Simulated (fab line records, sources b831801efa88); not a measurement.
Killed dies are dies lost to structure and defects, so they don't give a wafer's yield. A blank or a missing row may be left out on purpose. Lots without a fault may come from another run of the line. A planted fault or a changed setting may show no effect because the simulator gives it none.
fab line records | flow sky130
record lots=24 wafers=72 last_day=50
route steps=708 shown LDD_HVP@285 VIA2@529 METAL3@535
lots that met no fault: from a run of the same line without faults
start_h: hours from the record's first day to the start of the lot's first wafer shown | wait_h: hours since the lot's step before | " the same as in the row above | L1.1+2: a row that stands for several wafers | - no value, or no start given | * or withheld: withheld | < > ~ a bound
route shown NAME@n: a module of which the file shows steps, and the number in the route of the first | usual: mean/standard deviation of fault-free wafers | same: alike in all rows | chamber/n: place in a boat | sites: the reading at each site | _std_site: their standard deviation | _edge_site: outer sites' mean less inner sites' | radius_mm: how far each site lies from the wafer's centre | mask NAME#n: copy n | behind: the tool/chamber that last shaped the wafer | hold: why the lot was held/for how many hours/how that ended | device: the transistor (n, p or np) that didn't switch | end of line: the same wafers' tests at the end of the route | a step without rows: its recipe alone | killed: dies lost to structure and defects at the first sort, not the wafer's yield | map: a wafer's dies, x killed, . not, _ none there
set.NAME: the setting as run; set.NAME@STEP: as run at that earlier step | model.NAME: the simulator's own value behind a step, which no gauge read
steps of the route over a sample of lots; a table a step, a row a wafer
services: from which hour (start_h, from the record's first day; less than 0 if before it) a tool's chamber was out of use, for how many hours, and why
## steps
# step SKY_LDD_HVP_OVL_MEAS_07
# usual LDD_HVP_OVL=1.9/1.4
# columns lot.wafer tool chamber start_h wait_h LDD_HVP_OVL[nm]
L074.2 overlay-01 - 489.89 0.1 2.0
L074.3 " - " " 0.7
L074.4 " - " " -0.2
L075.2 overlay-01 - 494.96 0.1 1.9
L075.4 " - " " 2.6
L075.5 " - " " 2.9
L076.3 overlay-01 - 506.90 0.1 -0.1
L076.4 " - " " -0.3
L076.6 " - " " -1.4
L077.2 overlay-01 - 515.61 0.1 2.8
L077.3 " - " " 0.8
L077.4 " - " " 1.1
L078.2 overlay-01 - 529.44 0.1 -0.1
L078.4 " - " " -1.6
L078.6 " - " " 0.1
L079.3 overlay-02 - 537.29 0.1 1.4
L079.5 " - " " 1.9
L079.6 " - " " 1.8
L081.2 overlay-02 - 547.39 0.1 1.2
L081.3 " - " " 3.4
L081.5 " - " " 3.4
L080.1 overlay-02 - 547.69 0.1 4.4
L080.2 " - " " 1.0
L080.4 " - " " 1.6
L082.1 overlay-01 - 566.28 0.1 2.3
L082.5 " - " " 1.4
L082.6 " - " " 2.3
L083.1 overlay-01 - 588.40 0.1 2.2
L083.3 " - " " 3.1
L083.4 " - " " 1.9
L084.1 overlay-02 - 608.90 0.1 3.5
L084.2 " - " " 2.0
L084.6 " - " " 3.5
L085.1 overlay-02 - 609.14 0.1 0.0
L085.3 " - " " -0.9
L085.4 " - " " 3.0
L086.1 overlay-02 - 614.08 0.1 3.5
L086.4 " - " " 3.3
L086.6 " - " " 2.7
L087.1 overlay-01 - 614.85 0.1 1.7
L087.5 " - " " 2.9
L087.6 " - " " 1.9
L088.1 overlay-02 - 620.88 0.1 2.5
L088.2 " - " " 1.7
L088.4 " - " " -0.3
L089.1 overlay-02 - 626.49 0.1 1.7
L089.2 " - " " 1.8
L089.6 " - " " 3.0
L090.3 overlay-02 - 630.20 0.1 0.8
L090.5 " - " " -0.1
L090.6 " - " " 2.8
L092.1 overlay-02 - 646.98 0.1 -0.5
L092.4 " - " " 0.4
L092.5 " - " " 2.5
L091.2 overlay-01 - 648.01 0.1 0.8
L091.3 " - " " 1.7
L091.5 " - " " 2.0
L093.4 overlay-02 - 652.72 0.1 -0.2
L093.5 " - " " 2.2
L093.6 " - " " 1.7
L094.1 overlay-01 - 660.43 0.1 5.1
L094.2 " - " " 3.1
L094.5 " - " " 4.1
L095.1 overlay-02 - 667.30 0.1 3.3
L095.4 " - " " 1.1
L095.6 " - " " 3.9
L096.2 overlay-01 - 669.49 0.1 0.6
L096.4 " - " " 1.2
L096.5 " - " " 0.9
L097.1 overlay-01 - 685.34 0.1 4.2
L097.2 " - " " 2.6
L097.3 " - " " 3.6
# step SKY_VIA2_RS_MEAS_22
# recipe thk_meas_gauge=four-point-probe reads=W_of_VIA2_CVD_21+TiN_of_VIA2_SPUTTER_20
# usual VIA2_W_RS=0.271/0.0042
# columns lot.wafer tool chamber start_h wait_h VIA2_W_RS[ohm/sq]
L074.2 film_metro-01 - 842.42 0.1 0.266
L074.3 " - " " 0.274
L074.4 " - " " 0.265
L075.2 film_metro-03 - 846.58 0.1 0.272
L075.4 " - " " 0.271
L075.5 " - " " 0.269
L076.3 film_metro-02 - 857.22 0.1 0.275
L076.4 " - " " 0.271
L076.6 " - " " 0.274
L077.2 film_metro-01 - 864.21 0.1 0.268
L077.3 " - " " 0.263
L077.4 " - " " 0.276
L078.2 film_metro-02 - 876.49 0.1 0.266
L078.4 " - " " 0.269
L078.6 " - " " 0.275
L079.3 film_metro-03 - 883.44 0.1 0.272
L079.5 " - " " 0.268
L079.6 " - " " 0.272
L081.2 film_metro-02 - 894.55 0.1 0.263
L081.3 " - " " 0.272
L081.5 " - " " 0.270
L080.1 film_metro-03 - 902.31 0.1 0.275
L080.2 " - " " 0.274
L080.4 " - " " 0.275
L082.1 film_metro-02 - 907.00 0.1 0.277
L082.5 " - " " 0.264
L082.6 " - " " 0.274
L083.1 film_metro-03 - 927.29 0.1 0.268
L083.3 " - " " 0.266
L083.4 " - " " 0.275
L084.1 film_metro-01 - 945.05 0.1 0.262
L084.2 " - " " 0.272
L084.6 " - " " 0.271
L085.1 film_metro-02 - 946.18 0.1 0.266
L085.3 " - " " 0.267
L085.4 " - " " 0.271
L086.1 film_metro-02 - 949.24 0.1 0.265
L086.4 " - " " 0.271
L086.6 " - " " 0.276
L087.1 film_metro-02 - 950.23 0.1 0.279
L087.5 " - " " 0.278
L087.6 " - " " 0.278
L088.1 film_metro-03 - 955.83 0.1 0.276
L088.2 " - " " 0.270
L088.4 " - " " 0.270
L089.1 film_metro-01 - 959.46 0.1 0.270
L089.2 " - " " 0.276
L089.6 " - " " 0.275
L090.3 film_metro-02 - 961.62 0.1 0.266
L090.5 " - " " 0.262
L090.6 " - " " 0.270
L092.1 film_metro-01 - 977.33 0.1 0.274
L092.4 " - " " 0.270
L092.5 " - " " 0.271
L091.2 film_metro-03 - 977.87 0.1 0.274
L091.3 " - " " 0.269
L091.5 " - " " 0.271
L093.4 film_metro-03 - 982.42 0.1 0.275
L093.5 " - " " 0.275
L093.6 " - " " 0.266
L094.1 film_metro-02 - 990.58 0.1 0.273
L094.2 " - " " 0.265
L094.5 " - " " 0.273
L095.1 film_metro-01 - 993.45 0.1 0.276
L095.4 " - " " 0.274
L095.6 " - " " 0.275
L096.2 film_metro-03 - 996.75 0.2 0.274
L096.4 " - " " 0.277
L096.5 " - " " 0.277
L097.1 film_metro-02 - 1008.63 0.1 0.273
L097.2 " - " " 0.278
L097.3 " - " " 0.274
# step SKY_METAL3_SPUTTER_03
# recipe material=Ti target_thk_nm=5 power_w=3000 time_s=3.3 chamber_pressure_pa=0.4125
# usual chamber_pressure_pa=0.4124/0.0009 throttle_valve_pct=30.7/0.7
# columns lot.wafer tool chamber start_h wait_h chamber_pressure_pa throttle_valve_pct
L074.2 pvd_sputter-02 - 842.97 0.0 0.4117 31.3
L074.3 " - " " 0.4129 30.9
L074.4 " - " " 0.4118 31.2
L075.2 pvd_sputter-02 - 847.13 0.0 0.4121 30.8
L075.4 " - " " 0.4137 31.6
L075.5 " - " " 0.4123 30.8
L076.3 pvd_sputter-01 - 857.74 0.0 0.4121 30.2
L076.4 " - " " 0.4115 29.9
L076.6 " - " " 0.4123 30.3
L077.2 pvd_sputter-01 - 864.76 0.0 0.4118 29.8
L077.3 " - " " 0.4119 30.3
L077.4 " - " " 0.4116 31.2
L078.2 pvd_sputter-02 - 877.04 0.0 0.4124 31.2
L078.4 " - " " 0.4117 30.5
L078.6 " - " " 0.4133 31.0
L079.3 pvd_sputter-03 - 883.97 0.0 0.4120 31.0
L079.5 " - " " 0.4120 30.8
L079.6 " - " " 0.4140 29.1
L081.2 pvd_sputter-02 - 895.10 0.0 0.4126 30.9
L081.3 " - " " 0.4116 30.9
L081.5 " - " " 0.4131 31.2
L080.1 pvd_sputter-03 - 902.87 0.0 0.4128 30.1
L080.2 " - " " 0.4124 29.3
L080.4 " - " " 0.4135 30.8
L082.1 pvd_sputter-01 - 907.57 0.0 0.4124 29.7
L082.5 " - " " 0.4133 31.5
L082.6 " - " " 0.4136 30.0
L083.1 pvd_sputter-01 - 927.85 0.0 0.4115 30.2
L083.3 " - " " 0.4119 31.3
L083.4 " - " " 0.4119 30.3
L084.1 pvd_sputter-02 - 945.62 0.0 0.4117 31.0
L084.2 " - " " 0.4139 30.7
L084.6 " - " " 0.4103 30.9
L085.1 pvd_sputter-02 - 946.74 0.0 0.4118 31.1
L085.3 " - " " 0.4131 31.6
L085.4 " - " " 0.4136 30.9
L086.1 pvd_sputter-01 - 949.81 0.0 0.4121 30.2
L086.4 " - " " 0.4112 30.1
L086.6 " - " " 0.4114 30.3
L087.1 pvd_sputter-02 - 951.01 0.0 0.4126 30.9
L087.5 " - " " 0.4130 30.9
L087.6 " - " " 0.4121 30.8
L088.1 pvd_sputter-01 - 956.40 0.0 0.4138 29.9
L088.2 " - " " 0.4128 31.3
L088.4 " - " " 0.4126 30.4
L089.1 pvd_sputter-02 - 960.03 0.0 0.4140 30.9
L089.2 " - " " 0.4116 30.9
L089.6 " - " " 0.4128 30.8
L090.3 pvd_sputter-03 - 962.15 0.0 0.4123 29.3
L090.5 " - " " 0.4111 29.8
L090.6 " - " " 0.4119 31.7
L092.1 pvd_sputter-03 - 977.89 0.0 0.4133 31.9
L092.4 " - " " 0.4123 31.0
L092.5 " - " " 0.4116 30.8
L091.2 pvd_sputter-02 - 978.42 0.0 0.4138 31.1
L091.3 " - " " 0.4130 31.5
L091.5 " - " " 0.4112 30.9
L093.4 pvd_sputter-02 - 982.92 0.0 0.4114 31.1
L093.5 " - " " 0.4137 30.8
L093.6 " - " " 0.4117 31.3
L094.1 pvd_sputter-03 - 991.14 0.0 0.4115 30.8
L094.2 " - " " 0.4119 31.9
L094.5 " - " " 0.4148 29.7
L095.1 pvd_sputter-01 - 994.02 0.0 0.4129 29.4
L095.4 " - " " 0.4124 30.0
L095.6 " - " " 0.4122 31.3
L096.2 pvd_sputter-01 - 997.30 0.0 0.4136 31.2
L096.4 " - " " 0.4119 29.8
L096.5 " - " " 0.4109 30.2
L097.1 pvd_sputter-03 - 1009.19 0.0 0.4117 28.9
L097.2 " - " " 0.4127 29.8
L097.3 " - " " 0.4120 31.6
# step SKY_METAL3_OVL_MEAS_14
# usual METAL3_OVL=0/5.6
# columns lot.wafer tool chamber start_h wait_h METAL3_OVL[nm]
L074.2 overlay-02 - 895.78 0.1 -6
L074.3 " - " " -6
L074.4 " - " " 0
L075.2 overlay-02 - 900.14 0.1 -4
L075.4 " - " " 0
L075.5 " - " " 4
L076.3 overlay-01 - 909.97 0.1 4
L076.4 " - " " -1
L076.6 " - " " 0
L077.2 overlay-01 - 915.53 0.1 -1
L077.3 " - " " 7
L077.4 " - " " 0
L078.2 overlay-01 - 928.09 0.1 0
L078.4 " - " " -1
L078.6 " - " " 1
L079.3 overlay-01 - 934.65 0.1 5
L079.5 " - " " 4
L079.6 " - " " 1
L081.2 overlay-02 - 945.88 0.1 -11
L081.3 " - " " -9
L081.5 " - " " -8
L080.1 overlay-02 - 952.84 0.1 -1
L080.2 " - " " -4
L080.4 " - " " 2
L082.1 overlay-02 - 957.99 0.1 -1
L082.5 " - " " -3
L082.6 " - " " -5
L083.1 overlay-02 - 976.49 0.1 -1
L083.3 " - " " 7
L083.4 " - " " 11
L084.1 overlay-02 - 994.34 0.1 1
L084.2 " - " " 4
L084.6 " - " " -3
L085.1 overlay-02 - 995.99 0.1 3
L085.3 " - " " 9
L085.4 " - " " 6
L086.1 overlay-01 - 998.31 0.1 -5
L086.4 " - " " 6
L086.6 " - " " 6
L087.1 overlay-01 - 999.23 0.1 0
L087.5 " - " " -10
L087.6 " - " " 5
L088.1 overlay-01 - 1005.78 0.1 7
L088.2 " - " " 13
L088.4 " - " " 9
L089.1 overlay-01 - 1008.41 0.1 -2
L089.2 " - " " 6
L089.6 " - " " 6
L090.3 overlay-01 - 1010.60 0.1 7
L090.5 " - " " 2
L090.6 " - " " -2
L092.1 overlay-02 - 1024.98 0.1 -3
L092.4 " - " " -4
L092.5 " - " " 0
L091.2 overlay-02 - 1025.44 0.1 6
L091.3 " - " " 4
L091.5 " - " " 6
L093.4 overlay-02 - 1030.06 0.1 -8
L093.5 " - " " 2
L093.6 " - " " -2
L094.1 overlay-01 - 1036.64 0.1 -5
L094.2 " - " " 2
L094.5 " - " " 6
L095.1 overlay-02 - 1040.56 0.1 0
L095.4 " - " " -4
L095.6 " - " " -6
L096.2 overlay-02 - 1044.29 0.1 -5
L096.4 " - " " 1
L096.5 " - " " 7
L097.1 overlay-01 - 1054.06 0.1 -4
L097.2 " - " " 6
L097.3 " - " " 0
# step SKY_METAL3_ETCH_16
# recipe chemistry=N2/H2 target=BARC ion_energy_ev=200 bias_w=100 pressure_mtorr=30 n2_flow_sccm=100 h2_flow_sccm=200 icp_w=500 stop_on=SiO2 time_s=88.2 target_depth_a=600
# usual drypump_motor_current_A=6.00/0.27 oes_product_au=0.625/0.0043 throttle_valve_pct=13.204/0.0094
# columns lot.wafer tool chamber start_h wait_h drypump_motor_current_A oes_product_au rf_hours_counter_h throttle_valve_pct
L074.2 rie_metal-03 1 895.84 0.0 6.11 0.625 10 13.200
L074.3 " 1 " " 6.10 0.622 - 13.215
L074.4 " 0 " " 5.55 0.623 - 13.213
L075.2 rie_metal-01 1 900.20 0.0 6.26 0.631 10 13.225
L075.4 " 0 " " 5.60 0.624 - 13.210
L075.5 " 1 " " 6.24 0.621 - 13.209
L076.3 rie_metal-03 1 910.06 0.0 6.13 0.631 - 13.199
L076.4 " 0 " " 5.56 0.639 - 13.200
L076.6 " 1 " " 6.13 0.631 - 13.209
L077.2 rie_metal-01 0 915.60 0.0 5.64 0.621 2 13.205
L077.3 " 1 " " 6.30 0.623 - 13.191
L077.4 " 0 " " 5.61 0.629 - 13.210
L078.2 rie_metal-02 1 928.15 0.0 6.04 0.617 5 13.217
L078.4 " 0 " " 6.21 0.620 - 13.189
L078.6 " 0 " " 6.22 0.611 - 13.202
L079.3 rie_metal-01 0 934.74 0.0 5.61 0.622 - 13.195
L079.5 " 0 " " 5.60 0.621 - 13.203
L079.6 " 1 " " 6.27 0.626 - 13.194
L081.2 rie_metal-01 1 945.94 0.0 6.25 0.624 12 13.204
L081.3 " 0 " " 5.58 0.623 - 13.197
L081.5 " 1 " " 6.26 0.623 - 13.186
L080.1 rie_metal-02 1 952.90 0.0 6.05 0.619 6 13.194
L080.2 " 0 " " 6.17 0.626 18 13.212
L080.4 " 0 " " 6.17 0.624 - 13.201
L082.1 rie_metal-02 0 958.06 0.0 6.23 0.633 18 13.188
L082.5 " 1 " " 6.05 0.625 - 13.208
L082.6 " 0 " " 6.25 0.621 - 13.193
L083.1 rie_metal-03 1 976.56 0.0 6.08 0.626 14 13.203
L083.3 " 1 " " 6.05 0.624 - 13.208
L083.4 " 0 " " 5.57 0.632 - 13.216
L084.1 rie_metal-03 0 994.41 0.0 5.60 0.629 8 13.209
L084.2 " 1 " " 6.09 0.624 15 13.210
L084.6 " 1 " " 6.10 0.629 - 13.202
L085.1 rie_metal-01 1 996.09 0.1 6.24 0.630 14 13.191
L085.3 " 1 " " 6.25 0.624 - 13.212
L085.4 " 1 " " 6.25 0.634 - 13.206
L086.1 rie_metal-03 0 998.38 0.0 5.57 0.628 9 13.194
L086.4 " 0 " " 5.55 0.626 - 13.213
L086.6 " 0 " " 5.56 0.632 - 13.206
L087.1 rie_metal-02 1 999.29 0.0 6.03 0.628 8 13.210
L087.5 " 0 " " 6.24 0.626 - 13.212
L087.6 " 1 " " 6.05 0.618 - 13.220
L088.1 rie_metal-02 0 1005.84 0.0 6.22 0.629 20 13.212
L088.2 " 1 " " 6.06 0.633 9 13.188
L088.4 " 1 " " 6.04 0.625 - 13.208
L089.1 rie_metal-01 1 1008.48 0.0 6.29 0.629 15 13.205
L089.2 " 0 " " 5.61 0.629 6 13.199
L089.6 " 1 " " 6.28 0.630 - 13.203
L090.3 rie_metal-02 1 1010.69 0.0 6.03 0.623 - 13.198
L090.5 " 1 " " 6.06 0.623 - 13.196
L090.6 " 0 " " 6.18 0.626 - 13.189
L092.1 rie_metal-03 0 1025.04 0.0 5.56 0.626 11 13.213
L092.4 " 0 " " 5.56 0.632 - 13.203
L092.5 " 1 " " 6.12 0.622 - 13.204
L091.2 rie_metal-02 1 1025.51 0.0 6.04 0.620 10 13.182
L091.3 " 0 " " 6.23 0.625 - 13.195
L091.5 " 0 " " 6.22 0.624 - 13.220
L093.4 rie_metal-02 1 1030.14 0.0 6.03 0.628 - 13.213
L093.5 " 0 " " 6.15 0.628 - 13.186
L093.6 " 1 " " 6.04 0.630 - 13.214
L094.1 rie_metal-01 1 1036.71 0.0 6.26 0.617 17 13.216
L094.2 " 0 " " 5.61 0.620 7 13.196
L094.5 " 0 " " 5.60 0.625 - 13.190
L095.1 rie_metal-01 0 1040.63 0.0 5.60 0.624 7 13.200
L095.4 " 1 " " 6.25 0.625 - 13.193
L095.6 " 1 " " 6.24 0.622 - 13.201
L096.2 rie_metal-02 0 1044.36 0.0 6.20 0.626 23 13.200
L096.4 " 0 " " 6.20 0.631 - 13.211
L096.5 " 1 " " 6.06 0.630 - 13.201
L097.1 rie_metal-01 1 1054.13 0.0 6.26 0.622 18 13.188
L097.2 " 0 " " 5.62 0.627 8 13.204
L097.3 " 0 " " 5.63 0.623 - 13.223
# step SKY_METAL3_METAL_ETCH_18
# recipe target_depth_a=8450 stop_on=SiO2 over_etch_frac=0.3 time_s=183.1 chemistry=Cl2/BCl3 resist_sidewall_deg=88 pressure_mtorr=10 icp_w=900 bias_w=48.5 Cl2_flow_sccm=60 bcl3_flow_sccm=30
# usual drypump_motor_current_A=5.95/0.27 oes_product_au=0.864/0.0067 throttle_valve_pct=22.264/0.0093
# columns lot.wafer tool chamber start_h wait_h drypump_motor_current_A oes_product_au rf_hours_counter_h throttle_valve_pct
L074.2 rie_metal-01 0 895.96 0.0 5.59 0.877 1 22.270
L074.3 " 1 " " 6.24 0.869 - 22.260
L074.4 " 0 " " 5.58 0.871 - 22.264
L075.2 rie_metal-03 1 900.32 0.0 6.11 0.869 10 22.260
L075.4 " 1 " " 6.10 0.878 - 22.265
L075.5 " 0 " " 5.58 0.869 - 22.249
L076.3 rie_metal-02 0 910.20 0.1 6.19 0.870 - 22.265
L076.4 " 1 " " 6.04 0.870 - 22.265
L076.6 " 1 " " 6.03 0.866 - 22.269
L077.2 rie_metal-03 1 915.75 0.0 6.09 0.861 11 22.272
L077.3 " 0 " " 5.57 0.869 - 22.259
L077.4 " 1 " " 6.11 0.861 - 22.275
L078.2 rie_metal-01 0 928.27 0.0 5.61 0.864 3 22.276
L078.4 " 0 " " 5.62 0.857 - 22.278
L078.6 " 0 " " 5.60 0.855 - 22.267
L079.3 rie_metal-02 1 934.88 0.1 6.04 0.864 - 22.283
L079.5 " 0 " " 6.23 0.857 - 22.282
L079.6 " 1 " " 6.03 0.869 - 22.268
L081.2 rie_metal-02 0 946.06 0.0 6.19 0.862 17 22.255
L081.3 " 0 " " 6.17 0.853 - 22.266
L081.5 " 1 " " 6.03 0.863 - 22.271
L080.1 rie_metal-03 0 953.02 0.0 5.57 0.860 6 22.259
L080.2 " 1 " " 6.15 0.858 13 22.250
L080.4 " 0 " " 5.55 0.867 - 22.268
L082.1 rie_metal-03 0 958.17 0.0 5.56 0.861 6 22.252
L082.5 " 1 " " 6.10 0.864 - 22.260
L082.6 " 0 " " 5.55 0.867 - 22.276
L083.1 rie_metal-02 0 976.67 0.0 6.17 0.877 19 22.265
L083.3 " 1 " " 6.06 0.871 - 22.263
L083.4 " 0 " " 6.19 0.871 - 22.272
L084.1 rie_metal-02 1 994.52 0.0 6.03 0.862 8 22.271
L084.2 " 0 " " 6.20 0.867 19 22.255
L084.6 " 1 " " 6.03 0.861 - 22.273
L085.1 rie_metal-02 0 996.30 0.0 6.19 0.875 20 22.253
L085.3 " 1 " " 6.03 0.867 - 22.274
L085.4 " 0 " " 6.21 0.860 - 22.265
L086.1 rie_metal-01 0 998.49 0.0 5.59 0.873 5 22.270
L086.4 " 1 " " 6.25 0.859 - 22.251
L086.6 " 0 " " 5.57 0.868 - 22.256
L087.1 rie_metal-03 0 999.41 0.0 5.58 0.863 9 22.253
L087.5 " 0 " " 5.56 0.857 - 22.262
L087.6 " 1 " " 6.10 0.856 - 22.248
L088.1 rie_metal-03 0 1005.96 0.0 5.57 0.857 9 22.265
L088.2 " 1 " " 6.10 0.855 16 22.259
L088.4 " 1 " " 6.13 0.870 - 22.245
L089.1 rie_metal-02 0 1008.60 0.0 6.16 0.855 21 22.254
L089.2 " 1 " " 6.05 0.864 9 22.262
L089.6 " 0 " " 6.21 0.851 - 22.270
L090.3 rie_metal-03 0 1010.83 0.1 5.57 0.853 - 22.259
L090.5 " 0 " " 5.57 0.867 - 22.257
L090.6 " 1 " " 6.09 0.858 - 22.251
L092.1 rie_metal-01 1 1025.16 0.0 6.24 0.863 16 22.264
L092.4 " 0 " " 5.60 0.875 - 22.265
L092.5 " 1 " " 6.26 0.861 - 22.261
L091.2 rie_metal-03 0 1025.62 0.0 5.55 0.859 11 22.269
L091.3 " 1 " " 6.10 0.865 - 22.252
L091.5 " 1 " " 6.06 0.854 - 22.259
L093.4 rie_metal-03 0 1030.28 0.1 5.55 0.854 - 22.281
L093.5 " 0 " " 5.54 0.860 - 22.263
L093.6 " 1 " " 6.07 0.869 - 22.272
L094.1 rie_metal-02 0 1036.82 0.0 6.19 0.869 22 22.285
L094.2 " 1 " " 6.06 0.871 11 22.261
L094.5 " 1 " " 6.04 0.873 - 22.245
L095.1 rie_metal-03 1 1040.74 0.0 6.13 0.877 19 22.250
L095.4 " 1 " " 6.14 0.879 - 22.257
L095.6 " 1 " " 6.12 0.870 - 22.260
L096.2 rie_metal-01 1 1044.47 0.0 6.27 0.873 17 22.293
L096.4 " 0 " " 5.62 0.869 - 22.255
L096.5 " 0 " " 5.64 0.868 - 22.270
L097.1 rie_metal-03 0 1054.24 0.0 5.57 0.861 13 22.267
L097.2 " 1 " " 6.11 0.873 20 22.254
L097.3 " 0 " " 5.57 0.871 - 22.253
## services
# columns tool chamber start_h hours kind
rie_metal-03 0 821.25 - clean
rie_metal-03 0 821.25 18.2 scheduled_down
rie_metal-03 0 821.25 18.2 vent_cycle
rie_metal-03 - 824.03 3.1 repair
pvd_sputter-01 3 832.59 - consumable_replace:kit
rie_metal-01 0 851.49 - clean
rie_metal-01 0 851.49 18.0 scheduled_down
rie_metal-01 0 851.49 18.0 vent_cycle
rie_metal-03 - 870.45 0.9 repair
pvd_sputter-01 - 888.99 3.3 repair
pvd_sputter-01 - 899.16 1.0 repair
pvd_sputter-02 0 903.28 - consumable_replace:kit
pvd_sputter-02 0 903.28 18.0 scheduled_down
pvd_sputter-02 0 903.28 18.0 vent_cycle
pvd_sputter-02 - 903.46 4.9 repair
pvd_sputter-02 - 912.67 2.7 repair
rie_metal-03 1 945.81 4.9 repair
pvd_sputter-02 - 953.53 2.9 repair
rie_metal-01 0 986.46 10.5 repair
rie_metal-03 - 996.13 1.6 repair
pvd_sputter-03 - 996.24 3.9 repair
pvd_sputter-01 - 1016.29 9.8 repair
rie_metal-03 - 1029.01 0.6 repair
pvd_sputter-02 - 1051.59 1.8 repair
## key
fault none
